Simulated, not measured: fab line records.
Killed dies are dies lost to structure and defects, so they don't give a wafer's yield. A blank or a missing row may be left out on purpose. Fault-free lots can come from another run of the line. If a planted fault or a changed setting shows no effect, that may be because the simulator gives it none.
What tool caused it? -- flow sky130 -- Sampling: 12 lots, 36 wafers, 6 of 708 route steps

## WHAT THE GAUGES READ, wafer by wafer
SKY_FIELD_ISO_BOW_MEAS_00.
lot,measured,on,INCOMING_BOW (um)
L407,day 1 15:00,film_metro-02,4 3 5
L410,day 2 06:02,film_metro-02,1 3 -11
L411,day 2 11:01,film_metro-04,4 4 -15
L413,day 2 21:01,film_metro-02,1 -3 6
L421,day 4 13:00,film_metro-01,-12 -16 -2
L422,day 4 18:00,film_metro-02,9 7 0
L423,day 4 23:00,film_metro-04,-13 0 5
L424,day 5 04:01,film_metro-02,2 0 4
L425,day 5 09:01,film_metro-02,-1 7 -9
L426,day 5 14:04,film_metro-02,4 -1 -8
L427,day 5 19:00,film_metro-01,6 5 -2
L429,day 6 05:00,film_metro-01,3 10 1

SKY_PWDE_TW_MEAS_10.
lot,measured,on,PWDE_TW
L407,day 4 02:18,film_metro-02,372.2 372.3 371.1
L410,day 4 23:37,film_metro-04,428.3 424.2 424.2
L411,day 5 02:55,film_metro-03,374.7 376.4 374.3
L413,day 5 15:04,film_metro-03,428.7 430.0 431.0
L421,day 7 09:19,film_metro-04,375.3 373.6 373.9
L422,day 7 15:18,film_metro-02,370.4 370.6 370.2
L423,day 7 18:40,film_metro-03,375.6 374.9 373.3
L424,day 8 04:43,film_metro-04,374.3 374.1 373.7
L425,day 8 10:16,film_metro-03,374.8 376.9 375.4
L426,day 8 13:43,film_metro-04,373.5 373.1 371.0
L427,day 8 18:57,film_metro-03,375.2 374.9 375.6
L429,day 9 05:17,film_metro-04,373.1 372.7 371.2

SKY_NWELL_OVL_MEAS_10.
lot,measured,on,NWELL_00_OVL (nm)
L407,day 4 19:03,overlay-01,1.2 0.1 0.7
L410,day 5 16:53,overlay-01,1.3 3.5 1.5
L411,day 5 20:04,overlay-01,2.3 3.1 2.4
L413,day 6 09:22,overlay-02,1.0 0.3 1.0
L421,day 8 05:34,overlay-01,1.9 1.5 2.3
L422,day 8 11:51,overlay-01,-0.1 0.6 -0.1
L423,day 8 14:43,overlay-01,-0.6 -0.6 -1.9
L424,day 9 00:46,overlay-02,1.0 -0.9 -0.3
L425,day 9 05:44,overlay-01,0.5 1.2 0.9
L426,day 9 09:37,overlay-01,1.7 0.4 2.0
L427,day 9 14:10,overlay-02,-1.0 -2.3 -2.5
L429,day 10 01:46,overlay-01,0.7 0.6 1.0

SKY_NWELL_RS_MEAS_31: a four-point-probe measurement.
lot,measured,on,PWDE_RS (ohm/sq)
L407,day 5 13:23,film_metro-03,5256 5247 5266
L410,day 6 12:25,film_metro-03,3745 3734 3746
L411,day 6 16:18,film_metro-04,5292 5296 5280
L413,day 7 05:32,film_metro-02,3736 3743 3744
L421,day 9 02:56,film_metro-02,5263 5283 5263
L422,day 9 09:49,film_metro-04,5276 5269 5274
L423,day 9 12:04,film_metro-03,5281 5299 5294
L424,day 9 22:10,film_metro-04,5251 5261 5271
L425,day 10 03:59,film_metro-03,5252 5254 5251
L426,day 10 08:47,film_metro-03,5292 5294 5298
L427,day 10 13:57,film_metro-03,5264 5254 5267
L429,day 11 01:53,film_metro-04,5260 5274 5277

## TOOL THAT RAN EACH LOT (tool first, then ch and the chambers of the sampled wafers, then the start)
lot,SKY_FIELD_ISO_STRIP_16,SKY_PWDE_IMPLANT_08
L407,"plasma_asher-03 ch 0,1, day 2 10:43","implanter-03 ch 0, day 4 02:03"
L410,"plasma_asher-01 ch 0,1, day 3 04:35","implanter-03 ch 0, day 4 23:24"
L411,"plasma_asher-01 ch 0,1, day 3 07:07","implanter-01 ch 0, day 5 02:41"
L413,"plasma_asher-02 ch 0,1, day 3 18:27","implanter-03 ch 0, day 5 14:50"
L421,"plasma_asher-03 ch 0,1, day 5 10:16","implanter-01 ch 0, day 7 09:04"
L422,"plasma_asher-02 ch 0,1, day 5 16:21","implanter-01 ch 0, day 7 15:03"
L423,"plasma_asher-01 ch 0,1, day 5 21:28","implanter-04 ch 0, day 7 18:25"
L424,"plasma_asher-03 ch 1, day 6 06:30","implanter-03 ch 0, day 8 04:29"
L425,"plasma_asher-03 ch 0,1, day 6 10:55","implanter-04 ch 0, day 8 10:02"
L426,"plasma_asher-02 ch 0,1, day 6 13:35","implanter-03 ch 0, day 8 13:31"
L427,"plasma_asher-01 ch 0,1, day 6 18:07","implanter-04 ch 0, day 8 18:42"
L429,"plasma_asher-01 ch 0,1, day 7 03:52","implanter-03 ch 0, day 9 05:02"
- SKY_FIELD_ISO_STRIP_16: strips in O2/N2.
- SKY_PWDE_IMPLANT_08

## AS READ BY THE TOOLS THEMSELVES (means over the sampled wafers that have a number; for cases with no such wafer, the mark the record gives instead)
SKY_FIELD_ISO_STRIP_16.
lot,tool,drypump_motor_current_A (A),oes_product_au (a.u.),strip_time_to_endpoint_s (s)
L407,plasma_asher-03,5.34,0.382,3.582
L410,plasma_asher-01,5.94,0.380,3.577
L411,plasma_asher-01,5.76,0.375,3.546
L413,plasma_asher-02,5.58,0.378,3.529
L421,plasma_asher-03,5.34,0.381,3.564
L422,plasma_asher-02,5.60,0.375,3.530
L423,plasma_asher-01,5.75,0.377,3.581
L424,plasma_asher-03,5.12,0.383,3.593
L425,plasma_asher-03,5.25,0.374,3.540
L426,plasma_asher-02,5.56,0.383,3.567
L427,plasma_asher-01,5.75,0.379,3.532
L429,plasma_asher-01,5.94,0.379,3.555

SKY_PWDE_IMPLANT_08.
lot,tool,dose_ions_cm2,faraday_current_uA
L407,implanter-03,3.6e+12,20.2
L410,implanter-03,5.6e+12,31.7
L411,implanter-01,3.6e+12,20.0
L413,implanter-03,5.6e+12,31.7
L421,implanter-01,3.6e+12,20.5
L422,implanter-01,3.6e+12,20.2
L423,implanter-04,3.6e+12,19.9
L424,implanter-03,3.6e+12,19.6
L425,implanter-04,3.6e+12,20.4
L426,implanter-03,3.6e+12,20.3
L427,implanter-04,3.6e+12,20.4
L429,implanter-03,3.6e+12,20.3

## THE ANSWER, worked out from the rows above alone
Rule: usual is defined by the lots themselves. The widest of any qualifying gaps counts: lots, ordered by their means at a reading, are off when they make up no more than a third of the lots, leave a main group of 4 or more, and stand apart from it by 3 or more times the standard deviation of that group's means. If all means in a main group match to the digits the tables above print for the reading, that group is not used. A lot without any number at a reading at which 4 lots or more have one is off too. The other lots that the step has rows for count as sound. After the gauges, taken in route order, come the tools' own readings; for these a lot's mean is taken, as printed above. At the first step where some lot is off, the reading lying furthest off is the one used; lots without a number count as furthest.
Off: at SKY_PWDE_TW_MEAS_10 (PWDE_TW), L410, L413. Mean 373.6 and standard deviation 1.6 in the main group.
If a tool, at a process step before that reading, ran all the lots that are off and no sound lot after the first of them, it fits. The gauges at SKY_PWDE_TW_MEAS_10 aren't tried: what is off there is off at SKY_PWDE_IMPLANT_08 too, on other tools, and a gauge's error can't cause that. None of those tried fits.

## WHAT WAS PUT IN BY THE SIMULATOR
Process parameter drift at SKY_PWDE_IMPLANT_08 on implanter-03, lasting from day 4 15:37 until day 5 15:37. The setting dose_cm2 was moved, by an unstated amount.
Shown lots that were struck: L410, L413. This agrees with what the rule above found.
